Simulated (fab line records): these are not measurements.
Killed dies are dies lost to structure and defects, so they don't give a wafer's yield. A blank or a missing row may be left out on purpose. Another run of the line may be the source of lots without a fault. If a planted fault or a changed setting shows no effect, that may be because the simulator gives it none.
Lot-split experiment -- flow gf180mcu -- 5 lots, 27 wafers read, on a route of 602 steps

THE SPLIT ITSELF
At GF_V3_SPUTTER_22 (material TiN, target thk 10 nm, time 40 s), the setting time s was moved away from the recipe's 40 s on 9 of the 27 wafers read, by -56.2% to +58.6%. This setting was run at the recipe's value on the other wafers.

Reading taken at the split's own step.

THE READING
TiN_of_V3_SPUTTER_22.thk nm (the simulator's own value, which no gauge read), in nm, at GF_V3_SPUTTER_22 (material TiN, target thk 10 nm, time 40 s). The file does not state a usual value for it. Average 9.963 nm, standard deviation 0.12 nm, over the 18 wafers here run with the recipe.

wafer,"tool, chamber at the split","time s as run, s",against the recipe,"TiN_of_V3_SPUTTER_22.thk nm, nm",against lot-mates on the recipe
L074.1,"pvd sputter-01, -",40,recipe,9.926,-
L074.2,"pvd sputter-01, -",59.52,+48.8%,14.71,+4.811
L074.3,"pvd sputter-01, -",40,recipe,9.876,-
L074.4,"pvd sputter-01, -",40,recipe,9.895,-
L074.5,"pvd sputter-01, -",59.52,+48.8%,14.56,+4.661
L074.6,"pvd sputter-01, -",59.52,+48.8%,14.76,+4.861
L076.2,"pvd sputter-01, -",40,recipe,9.959,-
L076.3,"pvd sputter-01, -",40,recipe,9.971,-
L076.6,"pvd sputter-01, -",40,recipe,10.03,-
L077.1,"pvd sputter-02, -",17.53,-56.2%,4.566,-5.496
L077.2,"pvd sputter-02, -",40,recipe,10.2,-
L077.3,"pvd sputter-02, -",40,recipe,9.965,-
L077.4,"pvd sputter-02, -",17.53,-56.2%,4.494,-5.568
L077.5,"pvd sputter-02, -",40,recipe,10.02,-
L077.6,"pvd sputter-02, -",17.53,-56.2%,4.512,-5.550
L078.1,"pvd sputter-01, -",40,recipe,9.735,-
L078.2,"pvd sputter-01, -",63.44,+58.6%,15.61,+5.826
L078.3,"pvd sputter-01, -",40,recipe,9.874,-
L078.4,"pvd sputter-01, -",63.44,+58.6%,15.51,+5.726
L078.5,"pvd sputter-01, -",40,recipe,9.743,-
L078.6,"pvd sputter-01, -",63.44,+58.6%,15.64,+5.856
L084.1,"pvd sputter-03, -",40,recipe,9.948,-
L084.2,"pvd sputter-03, -",40,recipe,10.09,-
L084.3,"pvd sputter-03, -",40,recipe,9.93,-
L084.4,"pvd sputter-03, -",40,recipe,10.14,-
L084.5,"pvd sputter-03, -",40,recipe,9.97,-
L084.6,"pvd sputter-03, -",40,recipe,10.07,-

FIT RESULTS
A straight line over all 27 wafers: TiN_of_V3_SPUTTER_22.thk nm changes by +0.0965 nm for each +1% of time s; r = +1.00; the points scatter about the line by 0.11 nm.
The same after taking each lot's own level away (the mean of its wafers on the recipe; 27 wafers): +0.0986 nm for each +1%; r = +1.00; scatter 0.07 nm.
According to that fit, moving time s by its largest amount changes the reading by 5.8 nm.
Across the lots, their own levels run from 9.7840 to 10.0617 nm, a range of 2.4 times the standard deviation given above.
The two slopes are in agreement: the lot-to-lot level therefore moves the slope only a little.
Check: with one of the wafers moved furthest among these (+58.6%) left out of the fit, the line predicts +5.77 nm for it against its lot-mates. It came out at +5.83 nm against them.

OTHER SPLITS APPLIED TO THESE WAFERS
Other splits were also applied to these wafers ahead of the reading. Each is held against what the fit with the lots' levels taken away leaves over:
other split on the same wafers,wafers away from the commonest value,r with TiN_of_V3_SPUTTER_22.thk nm (lot level and that fit taken away)
GF_STI_OXIDATION_01 ox time s,21,-0.01
GF_STI_WET_ETCH_17 time s,18,-0.12
GF_HV_LDD_CVD_56 time s,18,+0.10
GF_SALICIDE_SPUTTER_03 time s,12,+0.04
GF_M2_SPUTTER_04 time s,9,-0.05
GF_M3_SPUTTER_00 time s,9,+0.17
GF_M3_SPUTTER_04 time s,6,-0.06

FILE'S OWN FIT
TiN_of_V3_SPUTTER_22.thk nm changes by +0.0986 nm for each +1% of time s, r = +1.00.
